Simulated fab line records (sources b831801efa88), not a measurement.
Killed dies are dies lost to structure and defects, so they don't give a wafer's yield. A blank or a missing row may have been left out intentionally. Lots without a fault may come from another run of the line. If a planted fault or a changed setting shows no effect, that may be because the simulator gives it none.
2 desks looking at one fault :: flow sky130 :: numbers are kept per desk, each desk with only its own; the story behind them comes last

METROLOGY DESK
What the gauges read for every lot (on any tool): the sampled wafers with a number, averaged. If a lot's mean is further than 4 standard deviations from the usual mean, the lot is out of limits and carries the mark OUT (the distance appears in the brackets).
Columns: A = LDD_LDN_TW at SKY_LDD_LDN_TW_MEAS_13, usual 1476; B = SPACER_CVD_00_THK at SKY_SPACER_THK_MEAS_01, usual 43.1 nm; C = cd nm at SKY_POLY_CUT_CD_MEAS_08, usual 270.1 nm
lot: L220
first seen here: day 23 04:55
A: 1494
B: 42.8
C: 269.8

lot: L224
first seen here: day 24 15:37
A: 1467
B: 43.3
C: -

lot: L225
first seen here: day 25 02:53
A: 1477
B: 43.4
C: -

lot: L235
first seen here: day 28 14:35
A: 1465
B: 43.9
C: 271.5

lot: L241
first seen here: day 30 15:50
A: 1481
B: 43.3
C: 269.6

lot: L242
first seen here: day 30 16:13
A: 1476
B: 42.8
C: 269.2
Result from this desk: across the 6 lots, nothing is out of limits.

FOR THE TOOL OWNER'S DESK: litho track-03
The tool's own readings at SKY_POLY_CUT_DEVELOP_07 (develop time 60 s): means of the sampled wafers that have a number, for each lot that ran on this tool. If a lot's mean is further than 4 standard deviations from the usual mean, the lot is out of limits and carries the mark OUT (the distance appears in the brackets).
Columns: A = chill plate temp C at SKY_POLY_CUT_DEVELOP_07, usual 22.96 C
lot: L242
first seen here: day 31 21:00
A: 22.94
This desk's finding: nothing out of limits on the one lot.

TAKEN TOGETHER
From the metrology desk's view, nothing was out of limits.
The tool owner's desk saw nothing out of limits.

WHAT HAD BEEN PUT IN BY THE SIMULATOR
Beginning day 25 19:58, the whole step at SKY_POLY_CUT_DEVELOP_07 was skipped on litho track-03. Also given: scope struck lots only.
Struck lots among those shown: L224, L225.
